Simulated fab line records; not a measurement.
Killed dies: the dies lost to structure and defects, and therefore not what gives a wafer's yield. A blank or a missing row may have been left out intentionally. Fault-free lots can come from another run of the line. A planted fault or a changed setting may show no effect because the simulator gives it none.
fab line records / flow sky130 / part 2 of 2: steps 34 to 46 of 46
[record] lots = 5 wafers = 15 last-day = 47
route steps=708 shown VT_ADJUST_HVTR@136 VT_ADJUST_PCH@143 SONOS_TUNNEL@154 SONOS_ONO@168
lots untouched by any fault: they come from a run of this same line in which no faults occurred
start-h: hours from the record's first day to the start of the lot's first wafer shown / wait-h: hours from the lot's prior step to this one / " repeats the value in the row above / L1.1+2: one row covering several wafers at once / - no value, or no start given / * or withheld: withheld / < > ~ a bound
route shown NAME@n: names a module that has steps shown in the file, with the first one's number in the route / usual: average and standard deviation across the fault-free wafers / same: alike in all rows / chamber/n: place in a boat / sites: readings site by site / _std_site: the values' standard deviation / _edge_site: the outer-site mean with the inner-site mean subtracted / radius-mm: for every site, how far away it sits from the centre of the wafer / mask NAME#n: copy n / behind: the most recent tool/chamber to have shaped the wafer / hold: what put the lot on hold/how long, in hours/how the hold closed / device: the transistor (n, p or np) that didn't switch / end of line: tests of these same wafers at the route's end / a step without rows: its recipe alone / killed: not the wafer's yield, but the dies lost to structure and defects at the first sort / map: per-die view of a wafer (x killed, . not killed, _ where there is no die)
set.NAME: the setting the step ran with; set.NAME@STEP: the setting that earlier step ran with / model.NAME: the simulator's own value behind a step, which no gauge read
lots at some steps of the route; a table a step, a row a wafer
services: a tool's chamber out of use, with start hour (start-h, from the record's first day; less than 0 if before it), hours out, and reason
[[steps]]
[step SKY_SONOS_ONO_THK_MEAS_01]
[recipe] reads = SiO2_of_SONOS_ONO_OXIDATION_00
[usual] SONOS_ONO_OXIDATION_THK = 2.59/0.055
lot.wafer=L080.2 tool=film-metro-01 chamber=- start-h=304.75 wait-h=0.0 SONOS_ONO_OXIDATION_THK[nm]=2.60
lot.wafer=L080.4 tool=film-metro-01 chamber=- start-h=304.75 wait-h=0.0 SONOS_ONO_OXIDATION_THK[nm]=2.56
lot.wafer=L080.6 tool=film-metro-01 chamber=- start-h=304.75 wait-h=0.0 SONOS_ONO_OXIDATION_THK[nm]=2.68
lot.wafer=L082.2 tool=film-metro-03 chamber=- start-h=329.52 wait-h=0.0 SONOS_ONO_OXIDATION_THK[nm]=2.57
lot.wafer=L082.4 tool=film-metro-03 chamber=- start-h=329.52 wait-h=0.0 SONOS_ONO_OXIDATION_THK[nm]=2.56
lot.wafer=L082.5 tool=film-metro-03 chamber=- start-h=329.52 wait-h=0.0 SONOS_ONO_OXIDATION_THK[nm]=2.55
lot.wafer=L083.2 tool=film-metro-03 chamber=- start-h=331.15 wait-h=0.0 SONOS_ONO_OXIDATION_THK[nm]=2.54
lot.wafer=L083.3 tool=film-metro-03 chamber=- start-h=331.15 wait-h=0.0 SONOS_ONO_OXIDATION_THK[nm]=2.52
lot.wafer=L083.4 tool=film-metro-03 chamber=- start-h=331.15 wait-h=0.0 SONOS_ONO_OXIDATION_THK[nm]=2.52
lot.wafer=L081.3 tool=film-metro-01 chamber=- start-h=331.15 wait-h=0.0 SONOS_ONO_OXIDATION_THK[nm]=2.61
lot.wafer=L081.5 tool=film-metro-01 chamber=- start-h=331.15 wait-h=0.0 SONOS_ONO_OXIDATION_THK[nm]=2.61
lot.wafer=L081.6 tool=film-metro-01 chamber=- start-h=331.15 wait-h=0.0 SONOS_ONO_OXIDATION_THK[nm]=2.54
lot.wafer=L084.1 tool=film-metro-03 chamber=- start-h=337.67 wait-h=0.0 SONOS_ONO_OXIDATION_THK[nm]=2.62
lot.wafer=L084.4 tool=film-metro-03 chamber=- start-h=337.67 wait-h=0.0 SONOS_ONO_OXIDATION_THK[nm]=2.71
lot.wafer=L084.5 tool=film-metro-03 chamber=- start-h=337.67 wait-h=0.0 SONOS_ONO_OXIDATION_THK[nm]=2.58
[step SKY_SONOS_ONO_CVD_02]
[recipe] material = Si3N4 precursor = DCS/NH3 target-thk-nm = 10.5 temp-c = 770 time-s = 180 pressure-mtorr = 250
lot.wafer=L080.2+4+6 tool=lpcvd-02 chamber=1 start-h=304.80 wait-h=0.0
lot.wafer=L082.2+4+5 tool=lpcvd-02 chamber=0 start-h=330.91 wait-h=1.4
lot.wafer=L081.3+5+6 tool=lpcvd-02 chamber=1 start-h=331.96 wait-h=0.8
lot.wafer=L083.2+3+4 tool=lpcvd-02 chamber=1 start-h=331.96 wait-h=0.8
lot.wafer=L084.1+4+5 tool=lpcvd-02 chamber=0 start-h=338.99 wait-h=1.3
[step SKY_SONOS_ONO_THK_MEAS_03]
[recipe] reads = Si3N4_of_SONOS_ONO_CVD_02
[usual] SONOS_ONO_CVD_02_THK = 10.55/0.13
lot.wafer=L080.2 tool=film-metro-01 chamber=- start-h=305.86 wait-h=0.0 SONOS_ONO_CVD_02_THK[nm]=10.64
lot.wafer=L080.4 tool=film-metro-01 chamber=- start-h=305.86 wait-h=0.0 SONOS_ONO_CVD_02_THK[nm]=10.60
lot.wafer=L080.6 tool=film-metro-01 chamber=- start-h=305.86 wait-h=0.0 SONOS_ONO_CVD_02_THK[nm]=10.71
lot.wafer=L082.2 tool=film-metro-01 chamber=- start-h=331.97 wait-h=0.0 SONOS_ONO_CVD_02_THK[nm]=10.69
lot.wafer=L082.4 tool=film-metro-01 chamber=- start-h=331.97 wait-h=0.0 SONOS_ONO_CVD_02_THK[nm]=10.57
lot.wafer=L082.5 tool=film-metro-01 chamber=- start-h=331.97 wait-h=0.0 SONOS_ONO_CVD_02_THK[nm]=10.73
lot.wafer=L083.2 tool=film-metro-01 chamber=- start-h=333.02 wait-h=0.0 SONOS_ONO_CVD_02_THK[nm]=10.69
lot.wafer=L083.3 tool=film-metro-01 chamber=- start-h=333.02 wait-h=0.0 SONOS_ONO_CVD_02_THK[nm]=10.54
lot.wafer=L083.4 tool=film-metro-01 chamber=- start-h=333.02 wait-h=0.0 SONOS_ONO_CVD_02_THK[nm]=10.68
lot.wafer=L081.3 tool=film-metro-04 chamber=- start-h=333.03 wait-h=0.0 SONOS_ONO_CVD_02_THK[nm]=10.86
lot.wafer=L081.5 tool=film-metro-04 chamber=- start-h=333.03 wait-h=0.0 SONOS_ONO_CVD_02_THK[nm]=10.78
lot.wafer=L081.6 tool=film-metro-04 chamber=- start-h=333.03 wait-h=0.0 SONOS_ONO_CVD_02_THK[nm]=10.58
lot.wafer=L084.1 tool=film-metro-04 chamber=- start-h=340.04 wait-h=0.0 SONOS_ONO_CVD_02_THK[nm]=10.69
lot.wafer=L084.4 tool=film-metro-04 chamber=- start-h=340.04 wait-h=0.0 SONOS_ONO_CVD_02_THK[nm]=10.56
lot.wafer=L084.5 tool=film-metro-04 chamber=- start-h=340.04 wait-h=0.0 SONOS_ONO_CVD_02_THK[nm]=10.59
[step SKY_SONOS_ONO_CVD_04]
[recipe] material = SiO2 precursor = SiH4/N2O target-thk-nm = 5.7199 temp-c = 900 pressure-mtorr = 400
lot.wafer=L080.2+4+6 tool=lpcvd-03 chamber=1 start-h=315.48 wait-h=9.6
lot.wafer=L082.2+4+5 tool=lpcvd-03 chamber=1 start-h=332.02 wait-h=0.0
lot.wafer=L081.3+5+6 tool=lpcvd-03 chamber=0 start-h=333.27 wait-h=0.2
lot.wafer=L083.2+3+4 tool=lpcvd-03 chamber=1 start-h=333.27 wait-h=0.2
lot.wafer=L084.1+4+5 tool=lpcvd-03 chamber=0 start-h=340.10 wait-h=0.1
[step SKY_SONOS_ONO_THK_MEAS_05]
[recipe] reads = SiO2_of_SONOS_ONO_CVD_04
[usual] SONOS_ONO_CVD_04_THK = 5.80/0.13
lot.wafer=L080.2 tool=film-metro-01 chamber=- start-h=316.74 wait-h=0.0 SONOS_ONO_CVD_04_THK[nm]=5.89
lot.wafer=L080.4 tool=film-metro-01 chamber=- start-h=316.74 wait-h=0.0 SONOS_ONO_CVD_04_THK[nm]=6.02
lot.wafer=L080.6 tool=film-metro-01 chamber=- start-h=316.74 wait-h=0.0 SONOS_ONO_CVD_04_THK[nm]=5.98
lot.wafer=L082.2 tool=film-metro-03 chamber=- start-h=333.28 wait-h=0.0 SONOS_ONO_CVD_04_THK[nm]=6.06
lot.wafer=L082.4 tool=film-metro-03 chamber=- start-h=333.28 wait-h=0.0 SONOS_ONO_CVD_04_THK[nm]=5.97
lot.wafer=L082.5 tool=film-metro-03 chamber=- start-h=333.28 wait-h=0.0 SONOS_ONO_CVD_04_THK[nm]=6.00
lot.wafer=L083.2 tool=film-metro-04 chamber=- start-h=334.53 wait-h=0.0 SONOS_ONO_CVD_04_THK[nm]=5.82
lot.wafer=L083.3 tool=film-metro-04 chamber=- start-h=334.53 wait-h=0.0 SONOS_ONO_CVD_04_THK[nm]=5.93
lot.wafer=L083.4 tool=film-metro-04 chamber=- start-h=334.53 wait-h=0.0 SONOS_ONO_CVD_04_THK[nm]=5.86
lot.wafer=L081.3 tool=film-metro-03 chamber=- start-h=334.54 wait-h=0.0 SONOS_ONO_CVD_04_THK[nm]=5.92
lot.wafer=L081.5 tool=film-metro-03 chamber=- start-h=334.54 wait-h=0.0 SONOS_ONO_CVD_04_THK[nm]=5.87
lot.wafer=L081.6 tool=film-metro-03 chamber=- start-h=334.54 wait-h=0.0 SONOS_ONO_CVD_04_THK[nm]=5.97
lot.wafer=L084.1 tool=film-metro-03 chamber=- start-h=341.35 wait-h=0.0 SONOS_ONO_CVD_04_THK[nm]=5.98
lot.wafer=L084.4 tool=film-metro-03 chamber=- start-h=341.35 wait-h=0.0 SONOS_ONO_CVD_04_THK[nm]=6.06
lot.wafer=L084.5 tool=film-metro-03 chamber=- start-h=341.35 wait-h=0.0 SONOS_ONO_CVD_04_THK[nm]=5.95
[step SKY_SONOS_ONO_DEHYDRATE_06]
[recipe] temp-c = 200 time-s = 60
lot.wafer=L080.2+4+6 tool=litho-track-02 chamber=0 start-h=328.99 wait-h=12.2
lot.wafer=L082.2+4+5 tool=litho-track-03 chamber=0 start-h=345.65 wait-h=12.4
lot.wafer=L083.2+3+4 tool=litho-track-03 chamber=0 start-h=347.05 wait-h=12.5
lot.wafer=L081.3+5+6 tool=litho-track-01 chamber=0 start-h=347.24 wait-h=12.7
lot.wafer=L084.1+4+5 tool=litho-track-02 chamber=0 start-h=354.51 wait-h=13.1
[step SKY_SONOS_ONO_HMDS_07]
[recipe] prime-time-s = 60 prime-temp-c = 120
[usual] prime-temp-c = 120.03/0.14
lot.wafer=L080.2 tool=litho-track-02 chamber=0 start-h=329.14 wait-h=0.1 prime-temp-c=120.29
lot.wafer=L080.4 tool=litho-track-02 chamber=0 start-h=329.14 wait-h=0.1 prime-temp-c=120.02
lot.wafer=L080.6 tool=litho-track-02 chamber=0 start-h=329.14 wait-h=0.1 prime-temp-c=119.98
lot.wafer=L082.2 tool=litho-track-03 chamber=0 start-h=345.80 wait-h=0.1 prime-temp-c=120.09
lot.wafer=L082.4 tool=litho-track-03 chamber=0 start-h=345.80 wait-h=0.1 prime-temp-c=119.93
lot.wafer=L082.5 tool=litho-track-03 chamber=0 start-h=345.80 wait-h=0.1 prime-temp-c=120.01
lot.wafer=L083.2 tool=litho-track-03 chamber=0 start-h=347.20 wait-h=0.1 prime-temp-c=119.86
lot.wafer=L083.3 tool=litho-track-03 chamber=0 start-h=347.20 wait-h=0.1 prime-temp-c=119.87
lot.wafer=L083.4 tool=litho-track-03 chamber=0 start-h=347.20 wait-h=0.1 prime-temp-c=119.76
lot.wafer=L081.3 tool=litho-track-01 chamber=0 start-h=347.39 wait-h=0.1 prime-temp-c=120.23
lot.wafer=L081.5 tool=litho-track-01 chamber=0 start-h=347.39 wait-h=0.1 prime-temp-c=120.13
lot.wafer=L081.6 tool=litho-track-01 chamber=0 start-h=347.39 wait-h=0.1 prime-temp-c=120.07
lot.wafer=L084.1 tool=litho-track-02 chamber=0 start-h=354.66 wait-h=0.1 prime-temp-c=120.22
lot.wafer=L084.4 tool=litho-track-02 chamber=0 start-h=354.66 wait-h=0.1 prime-temp-c=119.95
lot.wafer=L084.5 tool=litho-track-02 chamber=0 start-h=354.66 wait-h=0.1 prime-temp-c=120.01
[step SKY_SONOS_ONO_COAT_08]
[recipe] resist = NOVOLAK spin-rpm = 3000 resist-thk-nm = 1140
lot.wafer=L080.2+4+6 tool=litho-track-02 chamber=0 start-h=329.29 wait-h=0.1
lot.wafer=L082.2+4+5 tool=litho-track-03 chamber=0 start-h=345.95 wait-h=0.1
lot.wafer=L083.2+3+4 tool=litho-track-03 chamber=0 start-h=347.35 wait-h=0.1
lot.wafer=L081.3+5+6 tool=litho-track-01 chamber=0 start-h=347.54 wait-h=0.1
lot.wafer=L084.1+4+5 tool=litho-track-02 chamber=0 start-h=354.81 wait-h=0.1
[step SKY_SONOS_ONO_SOFTBAKE_09]
[recipe] temp-c = 90 time-s = 60 resist = NOVOLAK
lot.wafer=L080.2+4+6 tool=litho-track-02 chamber=0 start-h=329.44 wait-h=0.1
lot.wafer=L082.2+4+5 tool=litho-track-03 chamber=0 start-h=346.10 wait-h=0.1
lot.wafer=L083.2+3+4 tool=litho-track-03 chamber=0 start-h=347.50 wait-h=0.1
lot.wafer=L081.3+5+6 tool=litho-track-01 chamber=0 start-h=347.69 wait-h=0.1
lot.wafer=L084.1+4+5 tool=litho-track-02 chamber=0 start-h=354.96 wait-h=0.1
[step SKY_SONOS_ONO_EXPOSE_10]
[recipe] mask-id = ONOM target-cd-nm = 410 na = 0.6 source-shape = conventional sigma-outer = 0.6 dose-mj = 150
[usual] stage-vel-mm-s = 499.95/0.24
lot.wafer=L080.2 tool=iline-stepper-01 chamber=0 start-h=- wait-h=- mask=ONOM#0 stage-vel-mm-s=499.89
lot.wafer=L080.4 tool=iline-stepper-01 chamber=0 start-h=- wait-h=- mask=ONOM#0 stage-vel-mm-s=500.13
lot.wafer=L080.6 tool=iline-stepper-01 chamber=0 start-h=- wait-h=- mask=ONOM#0 stage-vel-mm-s=499.56
lot.wafer=L082.2 tool=iline-stepper-01 chamber=0 start-h=- wait-h=- mask=ONOM#0 stage-vel-mm-s=500.31
lot.wafer=L082.4 tool=iline-stepper-01 chamber=0 start-h=- wait-h=- mask=ONOM#0 stage-vel-mm-s=500.25
lot.wafer=L082.5 tool=iline-stepper-01 chamber=0 start-h=- wait-h=- mask=ONOM#0 stage-vel-mm-s=500.02
lot.wafer=L083.2 tool=iline-stepper-01 chamber=0 start-h=- wait-h=- mask=ONOM#0 stage-vel-mm-s=499.89
lot.wafer=L083.3 tool=iline-stepper-01 chamber=0 start-h=- wait-h=- mask=ONOM#0 stage-vel-mm-s=499.81
lot.wafer=L083.4 tool=iline-stepper-01 chamber=0 start-h=- wait-h=- mask=ONOM#0 stage-vel-mm-s=499.80
lot.wafer=L081.3 tool=iline-stepper-02 chamber=0 start-h=- wait-h=- mask=ONOM#0 stage-vel-mm-s=499.56
lot.wafer=L081.5 tool=iline-stepper-02 chamber=0 start-h=- wait-h=- mask=ONOM#0 stage-vel-mm-s=499.61
lot.wafer=L081.6 tool=iline-stepper-02 chamber=0 start-h=- wait-h=- mask=ONOM#0 stage-vel-mm-s=499.28
lot.wafer=L084.1 tool=iline-stepper-02 chamber=0 start-h=- wait-h=- mask=ONOM#0 stage-vel-mm-s=499.55
lot.wafer=L084.4 tool=iline-stepper-02 chamber=0 start-h=- wait-h=- mask=ONOM#0 stage-vel-mm-s=499.92
lot.wafer=L084.5 tool=iline-stepper-02 chamber=0 start-h=- wait-h=- mask=ONOM#0 stage-vel-mm-s=499.59
[step SKY_SONOS_ONO_PEB_11]
[recipe] temp-c = withheld time-s = * resist = NOVOLAK
lot.wafer=L080.2+4+6 tool=litho-track-01 chamber=0 start-h=- wait-h=-
lot.wafer=L082.2+4+5 tool=litho-track-03 chamber=0 start-h=- wait-h=-
lot.wafer=L083.2+3+4 tool=litho-track-01 chamber=0 start-h=- wait-h=-
lot.wafer=L081.3+5+6 tool=litho-track-01 chamber=0 start-h=- wait-h=-
lot.wafer=L084.1+4+5 tool=litho-track-02 chamber=0 start-h=- wait-h=-
[step SKY_SONOS_ONO_DEVELOP_12]
[recipe] develop-time-s = 60 dev-temp-c = 23
lot.wafer=L080.2+4+6 tool=litho-track-01 chamber=0 start-h=342.46 wait-h=0.1
lot.wafer=L082.2+4+5 tool=litho-track-03 chamber=0 start-h=359.60 wait-h=0.1
lot.wafer=L083.2+3+4 tool=litho-track-01 chamber=0 start-h=360.46 wait-h=0.1
lot.wafer=L081.3+5+6 tool=litho-track-01 chamber=0 start-h=361.09 wait-h=0.1
lot.wafer=L084.1+4+5 tool=litho-track-02 chamber=0 start-h=368.61 wait-h=0.1
[step SKY_SONOS_ONO_CD_MEAS_13]
[recipe] target-cd-nm = 410
[usual] cd-nm = 410.7/2.2
lot.wafer=L080.2 tool=cd-sem-02 chamber=- start-h=342.61 wait-h=0.1 cd-nm=412.7
lot.wafer=L080.4 tool=cd-sem-02 chamber=- start-h=342.61 wait-h=0.1 cd-nm=412.4
lot.wafer=L080.6 tool=cd-sem-02 chamber=- start-h=342.61 wait-h=0.1 cd-nm=412.5
lot.wafer=L082.2 tool=cd-sem-02 chamber=- start-h=359.75 wait-h=0.1 cd-nm=409.7
lot.wafer=L082.4 tool=cd-sem-02 chamber=- start-h=359.75 wait-h=0.1 cd-nm=408.9
lot.wafer=L082.5 tool=cd-sem-02 chamber=- start-h=359.75 wait-h=0.1 cd-nm=409.2
lot.wafer=L083.2 tool=cd-sem-02 chamber=- start-h=360.61 wait-h=0.1 cd-nm=408.3
lot.wafer=L083.3 tool=cd-sem-02 chamber=- start-h=360.61 wait-h=0.1 cd-nm=408.2
lot.wafer=L083.4 tool=cd-sem-02 chamber=- start-h=360.61 wait-h=0.1 cd-nm=410.6
lot.wafer=L081.3 tool=cd-sem-02 chamber=- start-h=361.23 wait-h=0.1 cd-nm=408.8
lot.wafer=L081.5 tool=cd-sem-02 chamber=- start-h=361.23 wait-h=0.1 cd-nm=409.5
lot.wafer=L081.6 tool=cd-sem-02 chamber=- start-h=361.23 wait-h=0.1 cd-nm=409.4
lot.wafer=L084.1 tool=cd-sem-01 chamber=- start-h=368.76 wait-h=0.1 cd-nm=411.1
lot.wafer=L084.4 tool=cd-sem-01 chamber=- start-h=368.76 wait-h=0.1 cd-nm=411.9
lot.wafer=L084.5 tool=cd-sem-01 chamber=- start-h=368.76 wait-h=0.1 cd-nm=412.5
[[services]]
tool=implanter-02 chamber=- start-h=236.47 hours=0.7 kind=repair
tool=plasma-asher-04 chamber=- start-h=240.67 hours=2.2 kind=repair
tool=furnace-02 chamber=- start-h=241.73 hours=3.0 kind=pm
tool=furnace-01 chamber=- start-h=245.12 hours=2.7 kind=pm
tool=furnace-01 chamber=- start-h=258.27 hours=3.2 kind=pm
tool=implanter-01 chamber=- start-h=264.01 hours=3.1 kind=pm
tool=plasma-asher-02 chamber=- start-h=271.89 hours=3.8 kind=repair
tool=implanter-02 chamber=- start-h=278.10 hours=0.9 kind=repair
tool=implanter-03 chamber=- start-h=283.45 hours=3.7 kind=repair
tool=lpcvd-03 chamber=- start-h=287.38 hours=28.1 kind=pm
tool=plasma-asher-01 chamber=- start-h=303.03 hours=1.1 kind=repair
tool=iline-stepper-01 chamber=- start-h=304.89 hours=1.7 kind=pm
tool=iline-stepper-02 chamber=0 start-h=313.33 hours=- kind=calibration
tool=implanter-04 chamber=- start-h=313.57 hours=3.3 kind=repair
tool=iline-stepper-02 chamber=- start-h=324.09 hours=1.9 kind=repair
tool=iline-stepper-01 chamber=- start-h=325.44 hours=1.1 kind=repair
tool=implanter-03 chamber=- start-h=330.61 hours=2.2 kind=repair
tool=plasma-asher-02 chamber=- start-h=332.98 hours=3.5 kind=repair
tool=iline-stepper-01 chamber=0 start-h=333.40 hours=- kind=calibration
tool=furnace-02 chamber=- start-h=342.26 hours=2.0 kind=repair
tool=plasma-asher-03 chamber=- start-h=345.43 hours=14.6 kind=pm
tool=implanter-03 chamber=- start-h=345.63 hours=3.9 kind=repair
tool=plasma-asher-02 chamber=- start-h=352.09 hours=2.6 kind=repair
tool=implanter-02 chamber=- start-h=354.32 hours=3.8 kind=pm
